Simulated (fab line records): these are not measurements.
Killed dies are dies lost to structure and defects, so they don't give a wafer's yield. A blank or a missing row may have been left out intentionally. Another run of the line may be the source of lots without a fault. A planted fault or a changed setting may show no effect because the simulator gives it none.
fab line records	flow sky130
record: lots: 5	wafers: 15	last-day: 51
route steps=708 shown LDD_N@253 LDD_P@255 LDD_HVN@267 LDD_HVP@278 LDD_LDN@289 PAD_OPEN@708
lots that met no fault: taken from a fault-free run of the same line
start-h: start of the lot's first displayed wafer, in hours after the record's first day	wait-h: time in hours since the lot's previous step	" repeats the value in the row above	L1.1+2: several wafers, shown together as one row	- value missing, or start not given	* or withheld: withheld	< > ~ a bound
route shown NAME@n: a module of which the file shows steps, and the number in the route of the first	usual: mean/standard deviation of fault-free wafers	same: alike in all rows	chamber/n: place in a boat	sites: readings site by site	_std_site: their standard deviation	_edge_site: inner sites' mean taken away from outer sites' mean	radius-mm: how far each site lies from the wafer's centre	mask NAME#n: copy n	behind: the tool/chamber that last shaped the wafer	hold: why the lot went on hold/how many hours it stayed there/how the hold came to an end	device: the n, p or np transistor that did not switch	end of line: the route-end tests of the same wafers	for a step that has no rows: nothing shown but its recipe	killed: at the first sort, the dies lost to defects and structure; wafer yield is something else	map: a wafer's dies, marking killed ones x, the rest . and places with no die _
set.NAME: the setting the step ran with; set.NAME@STEP: the setting that earlier step ran with	model.NAME: the simulator's own value behind a step, which no gauge read
certain route steps with their lots: each step a table, each wafer a row
services: the hour from which a tool's chamber was out of use, counted from the record's first day as start-h (under 0 if before that day), plus the number of hours and why
== steps ==
step: SKY_LDD_N_STRIP_16
recipe: chemistry: O2/N2	power-w: 1400	pressure-mtorr: 1500	platen-temp-c: withheld	o2-flow-sccm: 3000	n2-flow-sccm: 300	overash-fraction: 0.5
usual: drypump-motor-current-A: 5.8/0.64	oes-product-au: 0.407/0.0045	strip-time-to-endpoint-s: 4.321/0.014
lot.wafer	tool	chamber	start-h	wait-h	drypump-motor-current-A	oes-product-au	rf-hours-counter-h	strip-time-to-endpoint-s
L217.3	plasma-asher-02	1	445.92	0.1	6.7	0.421	-	4.324
L217.5	"	1	"	"	6.7	0.400	-	4.340
L217.6	"	0	"	"	4.8	0.409	-	4.333
L220.1	plasma-asher-01	1	482.29	0.1	6.6	0.403	80	4.277
L220.4	"	0	"	"	5.8	0.407	-	4.302
L220.5	"	0	"	"	5.7	0.407	-	4.313
L222.1	plasma-asher-01	1	508.07	0.1	6.7	0.413	82	4.326
L222.4	"	1	"	"	6.6	0.400	-	4.315
L222.6	"	0	"	"	5.8	0.412	-	4.325
L233.2	plasma-asher-02	1	592.09	0.1	6.8	0.419	46	4.329
L233.5	"	1	"	"	6.7	0.411	-	4.323
L233.6	"	0	"	"	4.8	0.404	-	4.317
L236.3	plasma-asher-01	1	614.60	0.1	6.6	0.394	-	4.352
L236.5	"	0	"	"	5.8	0.402	-	4.319
L236.6	"	1	"	"	6.6	0.404	-	4.342
step: SKY_LDD_N_TW_MEAS_17
usual: LDD_N_TW: 2578/22
lot.wafer	tool	chamber	start-h	wait-h	LDD_N_TW
L217.3	film-metro-02	-	446.01	0.1	2606
L217.5	"	-	"	"	2594
L217.6	"	-	"	"	2603
L220.1	film-metro-03	-	482.39	0.1	2574
L220.4	"	-	"	"	2559
L220.5	"	-	"	"	2579
L222.1	film-metro-02	-	508.17	0.1	2608
L222.4	"	-	"	"	2592
L222.6	"	-	"	"	2584
L233.2	film-metro-02	-	592.20	0.1	2601
L233.5	"	-	"	"	2613
L233.6	"	-	"	"	2600
L236.3	film-metro-01	-	614.69	0.1	2546
L236.5	"	-	"	"	2539
L236.6	"	-	"	"	2547
step: SKY_LDD_P_DEHYDRATE_00
recipe: temp-c: 200	time-s: 60
step: SKY_LDD_P_HMDS_01
recipe: prime-time-s: 60	prime-temp-c: 120
step: SKY_LDD_P_COAT_02
recipe: resist: NOVOLAK	spin-rpm: 3000	resist-thk-nm: 1140
step: SKY_LDD_P_SOFTBAKE_03
recipe: temp-c: 90	time-s: 60	resist: NOVOLAK
step: SKY_LDD_P_EXPOSE_04
recipe: mask-id: PSDM	na: 0.6	source-shape: conventional	sigma-outer: 0.6	polarization: unpolarized	target-cd-nm: 380	dose-mj: 138
step: SKY_LDD_P_PEB_05
recipe: temp-c: withheld	time-s: *	resist: NOVOLAK
step: SKY_LDD_P_DEVELOP_06
recipe: resist: NOVOLAK	developer: TMAH	develop-time-s: 60	dev-temp-c: 23
step: SKY_LDD_P_CD_MEAS_07
recipe: target-cd-nm: 380
usual: cd-nm: 379.0/2.7
lot.wafer	tool	chamber	start-h	wait-h	cd-nm
L217.3	cd-sem-02	-	478.64	0.1	378.7
L217.5	"	-	"	"	376.4
L217.6	"	-	"	"	380.4
L220.1	cd-sem-02	-	515.60	0.1	379.1
L220.4	"	-	"	"	377.2
L220.5	"	-	"	"	377.5
L222.1	cd-sem-01	-	541.78	0.1	382.0
L222.4	"	-	"	"	382.3
L222.6	"	-	"	"	382.2
L233.2	cd-sem-01	-	620.85	0.1	379.7
L233.5	"	-	"	"	379.2
L233.6	"	-	"	"	379.2
L236.3	cd-sem-02	-	643.64	0.1	380.7
L236.5	"	-	"	"	380.3
L236.6	"	-	"	"	379.8
step: SKY_LDD_P_OVL_MEAS_08
usual: LDD_P_OVL: 1.1/1.4
lot.wafer	tool	chamber	start-h	wait-h	LDD_P_OVL[nm]
L217.3	overlay-01	-	478.73	0.1	0.4
L217.5	"	-	"	"	2.7
L217.6	"	-	"	"	2.1
L220.1	overlay-02	-	515.72	0.1	1.6
L220.4	"	-	"	"	0.4
L220.5	"	-	"	"	0.8
L222.1	overlay-01	-	541.90	0.1	2.8
L222.4	"	-	"	"	3.0
L222.6	"	-	"	"	3.0
L233.2	overlay-02	-	620.96	0.1	1.6
L233.5	"	-	"	"	1.9
L233.6	"	-	"	"	4.2
L236.3	overlay-02	-	643.73	0.1	1.2
L236.5	"	-	"	"	1.2
L236.6	"	-	"	"	0.5
step: SKY_LDD_P_IMPLANT_09
recipe: species: BF2	energy-kev: 25	dose-cm2: 1e+13	tilt-deg: withheld
step: SKY_LDD_P_STRIP_10
recipe: chemistry: O2/N2	power-w: 1400	pressure-mtorr: 1500	platen-temp-c: withheld	o2-flow-sccm: 3000	n2-flow-sccm: 300	overash-fraction: 0.5
usual: drypump-motor-current-A: 5.9/0.77	oes-product-au: 0.716/0.0046	strip-time-to-endpoint-s: 14.16/0.032
lot.wafer	tool	chamber	start-h	wait-h	drypump-motor-current-A	oes-product-au	rf-hours-counter-h	strip-time-to-endpoint-s
L217.3	plasma-asher-01	1	478.94	0.1	6.6	0.722	-	14.16
L217.5	"	0	"	"	5.8	0.718	-	14.19
L217.6	"	1	"	"	6.6	0.715	-	14.16
L220.1	plasma-asher-01	1	515.91	0.1	6.6	0.718	83	14.14
L220.4	"	0	"	"	5.8	0.717	-	14.16
L220.5	"	1	"	"	6.6	0.714	-	14.19
L222.1	plasma-asher-02	1	542.09	0.1	6.6	0.720	41	14.14
L222.4	"	1	"	"	6.7	0.711	-	14.18
L222.6	"	0	"	"	4.8	0.705	-	14.17
L233.2	plasma-asher-02	0	621.14	0.1	4.8	0.718	50	14.13
L233.5	"	0	"	"	4.8	0.723	-	14.14
L233.6	"	1	"	"	6.7	0.720	-	14.18
L236.3	plasma-asher-03	0	643.94	0.1	5.8	0.718	-	14.20
L236.5	"	1	"	"	5.1	0.713	-	14.15
L236.6	"	0	"	"	5.8	0.711	-	14.15
step: SKY_LDD_P_TW_MEAS_11
usual: LDD_P_TW: 638/5
lot.wafer	tool	chamber	start-h	wait-h	LDD_P_TW
L217.3	film-metro-04	-	479.03	0.1	633
L217.5	"	-	"	"	636
L217.6	"	-	"	"	636
L220.1	film-metro-04	-	516.01	0.1	639
L220.4	"	-	"	"	638
L220.5	"	-	"	"	639
L222.1	film-metro-02	-	542.19	0.1	642
L222.4	"	-	"	"	641
L222.6	"	-	"	"	643
L233.2	film-metro-02	-	621.25	0.1	638
L233.5	"	-	"	"	636
L233.6	"	-	"	"	638
L236.3	film-metro-04	-	644.02	0.1	649
L236.5	"	-	"	"	644
L236.6	"	-	"	"	644
step: SKY_LDD_HVN_DEHYDRATE_00
recipe: temp-c: 200	time-s: 60
step: SKY_LDD_HVN_HMDS_01
recipe: prime-time-s: 60	prime-temp-c: 120
step: SKY_LDD_HVN_COAT_02
recipe: resist: NOVOLAK	spin-rpm: 3000	resist-thk-nm: 300
step: SKY_LDD_HVN_SOFTBAKE_03
recipe: temp-c: 90.63	time-s: 60	resist: NOVOLAK
step: SKY_LDD_HVN_EXPOSE_04
recipe: mask-id: HVNTM	na: 0.6	source-shape: conventional	sigma-outer: 0.6	polarization: unpolarized	target-cd-nm: 700	dose-mj: 127
step: SKY_LDD_HVN_PEB_05
recipe: temp-c: withheld	time-s: *	resist: NOVOLAK
step: SKY_LDD_HVN_DEVELOP_06
recipe: resist: NOVOLAK	developer: TMAH	develop-time-s: 60	dev-temp-c: 23
step: SKY_LDD_HVN_OVL_MEAS_07
usual: LDD_HVN_OVL: -0.4/1.2
lot.wafer	tool	chamber	start-h	wait-h	LDD_HVN_OVL[nm]
L217.3	overlay-02	-	512.40	0.1	2.4
L217.5	"	-	"	"	1.1
L217.6	"	-	"	"	1.2
L220.1	overlay-02	-	548.70	0.1	0.2
L220.4	"	-	"	"	0.4
L220.5	"	-	"	"	0.7
L222.1	overlay-02	-	573.08	0.1	1.5
L222.4	"	-	"	"	0.0
L222.6	"	-	"	"	-0.3
L233.2	overlay-02	-	649.96	0.1	-1.3
L233.5	"	-	"	"	-0.8
L233.6	"	-	"	"	-0.2
L236.3	overlay-02	-	672.76	0.1	-0.6
L236.5	"	-	"	"	-2.5
L236.6	"	-	"	"	-1.9
step: SKY_LDD_HVN_IMPLANT_08
recipe: species: P	energy-kev: 60	dose-cm2: 3e+13	tilt-deg: 40
step: SKY_LDD_HVN_STRIP_09
recipe: chemistry: O2/N2	power-w: 1400	pressure-mtorr: 1500	platen-temp-c: withheld	o2-flow-sccm: 3000	n2-flow-sccm: 300	overash-fraction: 0.5
usual: drypump-motor-current-A: 5.6/0.56	oes-product-au: 0.409/0.0046	strip-time-to-endpoint-s: 4.128/0.015
lot.wafer	tool	chamber	start-h	wait-h	drypump-motor-current-A	oes-product-au	rf-hours-counter-h	strip-time-to-endpoint-s
L217.3	plasma-asher-03	0	512.60	0.1	5.8	0.406	-	4.120
L217.5	"	0	"	"	5.7	0.409	-	4.132
L217.6	"	1	"	"	5.1	0.410	-	4.126
L220.1	plasma-asher-04	0	548.88	0.1	5.8	0.416	12	4.141
L220.4	"	1	"	"	5.4	0.412	-	4.132
L220.5	"	0	"	"	5.8	0.406	-	4.141
L222.1	plasma-asher-04	1	573.27	0.1	5.4	0.411	14	4.121
L222.4	"	0	"	"	5.8	0.408	-	4.123
L222.6	"	1	"	"	5.4	0.409	-	4.085
L233.2	plasma-asher-03	1	650.14	0.1	5.1	0.405	82	4.136
L233.5	"	1	"	"	5.1	0.409	-	4.142
L233.6	"	0	"	"	5.8	0.409	-	4.147
L236.3	plasma-asher-04	1	672.97	0.1	5.4	0.413	-	4.160
L236.5	"	0	"	"	5.8	0.414	-	4.141
L236.6	"	1	"	"	5.5	0.417	-	4.134
step: SKY_LDD_HVN_TW_MEAS_10
usual: LDD_HVN_TW: 1438/15
lot.wafer	tool	chamber	start-h	wait-h	LDD_HVN_TW
L217.3	film-metro-03	-	512.69	0.1	1428
L217.5	"	-	"	"	1428
L217.6	"	-	"	"	1427
L220.1	film-metro-03	-	548.98	0.1	1432
L220.4	"	-	"	"	1432
L220.5	"	-	"	"	1431
L222.1	film-metro-01	-	573.37	0.1	1432
L222.4	"	-	"	"	1429
L222.6	"	-	"	"	1430
L233.2	film-metro-04	-	650.25	0.1	1461
L233.5	"	-	"	"	1470
L233.6	"	-	"	"	1457
L236.3	film-metro-01	-	673.05	0.1	1425
L236.5	"	-	"	"	1429
L236.6	"	-	"	"	1422
step: SKY_LDD_HVP_DEHYDRATE_00
recipe: temp-c: 200	time-s: 60
step: SKY_LDD_HVP_HMDS_01
recipe: prime-time-s: 60	prime-temp-c: 120
step: SKY_LDD_HVP_COAT_02
recipe: resist: NOVOLAK	spin-rpm: 3000	resist-thk-nm: 300
step: SKY_LDD_HVP_SOFTBAKE_03
recipe: temp-c: 90	time-s: 60	resist: NOVOLAK
step: SKY_LDD_HVP_EXPOSE_04
recipe: mask-id: HVPTM	na: 0.6	source-shape: conventional	sigma-outer: 0.6	polarization: unpolarized	target-cd-nm: 700	dose-mj: 86
step: SKY_LDD_HVP_PEB_05
recipe: temp-c: withheld	time-s: *	resist: NOVOLAK
step: SKY_LDD_HVP_DEVELOP_06
recipe: resist: NOVOLAK	developer: TMAH	develop-time-s: 60	dev-temp-c: 23
step: SKY_LDD_HVP_OVL_MEAS_07
usual: LDD_HVP_OVL: -0.1/1.6
lot.wafer	tool	chamber	start-h	wait-h	LDD_HVP_OVL[nm]
L217.3	overlay-02	-	546.01	0.1	-0.9
L217.5	"	-	"	"	2.2
L217.6	"	-	"	"	1.5
L220.1	overlay-02	-	578.90	0.1	1.2
L220.4	"	-	"	"	0.6
L220.5	"	-	"	"	2.4
L222.1	overlay-01	-	602.50	0.1	-2.5
L222.4	"	-	"	"	-1.2
L222.6	"	-	"	"	-2.1
L233.2	overlay-01	-	678.80	0.1	-1.4
L233.5	"	-	"	"	-2.7
L233.6	"	-	"	"	-2.0
L236.3	overlay-02	-	701.86	0.1	1.0
L236.5	"	-	"	"	1.0
L236.6	"	-	"	"	2.2
step: SKY_LDD_HVP_IMPLANT_08
recipe: species: B	energy-kev: 20	dose-cm2: 1.7e+13	tilt-deg: 17.9
step: SKY_LDD_HVP_STRIP_09
recipe: chemistry: O2/N2	power-w: 1400	pressure-mtorr: 1500	platen-temp-c: withheld	o2-flow-sccm: 3000	n2-flow-sccm: 300	overash-fraction: 0.5
usual: drypump-motor-current-A: 5.8/0.46	oes-product-au: 0.408/0.0052	strip-time-to-endpoint-s: 4.134/0.016
lot.wafer	tool	chamber	start-h	wait-h	drypump-motor-current-A	oes-product-au	rf-hours-counter-h	strip-time-to-endpoint-s
L217.3	plasma-asher-03	1	546.22	0.1	5.1	0.406	-	4.126
L217.5	"	1	"	"	5.1	0.409	-	4.128
L217.6	"	0	"	"	5.8	0.414	-	4.135
L220.1	plasma-asher-01	0	579.09	0.1	5.8	0.409	90	4.133
L220.4	"	1	"	"	6.6	0.412	-	4.126
L220.5	"	1	"	"	6.6	0.400	-	4.137
L222.1	plasma-asher-03	0	602.68	0.1	5.7	0.402	77	4.119
L222.4	"	1	"	"	5.1	0.414	-	4.148
L222.6	"	1	"	"	5.1	0.411	-	4.121
L233.2	plasma-asher-04	0	678.98	0.1	5.8	0.414	25	4.156
L233.5	"	1	"	"	5.4	0.412	-	4.161
L233.6	"	0	"	"	5.8	0.405	-	4.171
L236.3	plasma-asher-04	1	702.07	0.1	5.4	0.409	-	4.173
L236.5	"	1	"	"	5.4	0.409	-	4.168
L236.6	"	0	"	"	5.8	0.416	-	4.135
step: SKY_LDD_HVP_TW_MEAS_10
usual: LDD_HVP_TW: 458/5.3
lot.wafer	tool	chamber	start-h	wait-h	LDD_HVP_TW
L217.3	film-metro-02	-	546.30	0.1	464
L217.5	"	-	"	"	459
L217.6	"	-	"	"	461
L220.1	film-metro-04	-	579.19	0.1	464
L220.4	"	-	"	"	466
L220.5	"	-	"	"	463
L222.1	film-metro-02	-	602.78	0.1	459
L222.4	"	-	"	"	458
L222.6	"	-	"	"	459
L233.2	film-metro-01	-	679.09	0.1	452
L233.5	"	-	"	"	451
L233.6	"	-	"	"	451
L236.3	film-metro-04	-	702.16	0.1	463
L236.5	"	-	"	"	464
L236.6	"	-	"	"	464
step: SKY_LDD_LDN_DEHYDRATE_00
recipe: temp-c: 200	time-s: 60
step: SKY_LDD_LDN_HMDS_01
recipe: prime-time-s: 60	prime-temp-c: 120
step: SKY_LDD_LDN_COAT_02
recipe: resist: NOVOLAK	spin-rpm: 3000	resist-thk-nm: 1140
step: SKY_LDD_LDN_SOFTBAKE_03
recipe: temp-c: 90.78	time-s: 60	resist: NOVOLAK
step: SKY_LDD_LDN_EXPOSE_04
recipe: mask-id: LDNTM	na: 0.6	source-shape: conventional	sigma-outer: 0.6	polarization: unpolarized	target-cd-nm: 700	dose-mj: 140
step: SKY_LDD_LDN_PEB_05
recipe: temp-c: withheld	time-s: *	resist: NOVOLAK
step: SKY_PAD_OPEN_PROBE_99
usual: killed_at_M0_to_M3: 43/6.4	killed_at_M4_up: 3.3/1.9	killed-at-contacts: 24/5.7	killed-at-front-end: 15/4.7	killed-at-other: 0.3/0.48	killed-dies: 86/9.2	killed-open: 47/7	killed-short: 39/6.5
same: gross-dies: 492	killed-at-back-side: 0
lot.wafer	tool	chamber	start-h	wait-h	killed_at_M0_to_M3	killed_at_M4_up	killed-at-contacts	killed-at-front-end	killed-at-other	killed-dies	killed-open	killed-short
L217.3	prober-02	-	1126.02	0.2	36	6	32	6	0	80	41	39
L217.5	prober-02	-	1126.12	0.2	49	3	23	12	1	88	63	24
L217.6	prober-02	-	1126.17	0.2	35	3	25	15	0	78	41	37
L233.6	prober-02	-	1208.91	0.2	48	1	29	33	0	111	40	51
killed by level:class
L217.3 LOCAL_INTERCONNECT:geometric-particle:short=13 VIA1:geometric-particle:open=8 LI_CONTACT:geometric-particle:open=7 CONTACT:geometric-particle:open=6 METAL1:geometric-particle:short=6 VIA3:geometric-particle:open=6 CONTACT:geometric-particle:short=3 VIA1:geometric-particle:short=3
L217.5 VIA1:geometric-particle:open=19 VIA3:geometric-particle:open=10 CONTACT:geometric-particle:open=10 VIA2:geometric-particle:open=7 LI_CONTACT:geometric-particle:open=6 CONTACT:geometric-particle:short=4 METAL1:geometric-particle:short=4 METAL2:geometric-particle:short=4
L217.6 VIA1:geometric-particle:open=10 VIA2:geometric-particle:open=8 CONTACT:geometric-particle:open=6 LI_CONTACT:geometric-particle:short=6 METAL1:geometric-particle:short=5 LI_CONTACT:geometric-particle:open=4 LOCAL_INTERCONNECT:geometric-particle:short=4 METAL2:geometric-particle:short=4
L233.6 LDD_P:unspecified=20 CONTACT:geometric-particle:open=12 VIA1:geometric-particle:open=7 VIA1:geometric-particle:short=7 METAL2:geometric-particle:short=7 LOCAL_INTERCONNECT:geometric-particle:short=6 METAL3:geometric-particle:short=6 LI_CONTACT:geometric-particle:open=5
map L233.5 (x killed, . not)
__________....x..x.._________
________x...x....x...._______
______x....x..x........._____
_____x.x.xx...xxx.......x____
____x.xxx..x........x.....___
___.........xx.........x..x__
__xx.....xx..x.....x........_
_.xxx......x..x..x.x.........
_..x..x.........x.x...x......
_..x........x................
_.x....x...x..x..x..x.......x
_..x......xx..x...........x.x
_.x....x.....x...x.x.xx......
_.....x..x.........x........x
_...x..x.....x......x..x.....
__....x.......x.xx.x...x..xx_
___.........x.x..xx...xx...__
____......x..........x..xx___
_____....x....xx...x..x..____
______xx..x....x......xx_____
________..xx.....xxx.._______
__________x.....x..._________
map L222.1 (x killed, . not)
__________........x._________
________..........x..._______
______.x....x..x..x....x_____
_____....x....x....x.x...____
____..x...x...x...........___
___x................x..x...__
__...............x.....xx..._
_..x.....x........x...x...x..
_........x.....xx.x..x.x....x
_x...x...x...x.x...........xx
_.x..x.x....x...xx..xx...x...
_.x...x...x...x......x.......
_...x......x.x.......x....x..
_xxx......xx....xx....x......
_..x.........x........x.x....
__.......x...x.............._
___x.......xx..............__
____.....x...........xx.x.___
_____.x.......x.....x....____
______..xx....x.xx.x...._____
________..x..x...x...._______
__________x.......xx_________
== services ==
tool	chamber	start-h	hours	kind
plasma-asher-04	0	430.25	-	clean
plasma-asher-04	1	430.25	-	clean
plasma-asher-02	-	487.95	6.4	repair
plasma-asher-04	-	509.41	1.1	repair
plasma-asher-03	-	529.67	2.5	repair
plasma-asher-04	-	569.69	1.9	repair
plasma-asher-01	-	591.90	14.6	pm
== key ==
first-sign: step: SKY_PAD_OPEN_PROBE_99	reading: killed-at-front-end	direction: up	sigmas: 3.8	usual: 15	struck: 33
effect none on later readings
met-at SKY_LDD_P_STRIP_10
struck-wafers L233.6
tester-left-out L233
onset-between 542.09 621.14
fault: kind: chamber-particle-source	tool: plasma-asher-02	chamber: 1	onset-h: 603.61	steps: SKY_LDD_P_STRIP_10	rate-per-visit-cm2: 0.41912	end-h: 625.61
tester-left-out: of these lots the tester's yield and bins aren't shown, on N5 and GAA mostly nor the transistor test; their killed dies are dies lost to structure and defects alone, not to doping, threshold or leakage, so they don't give the yield
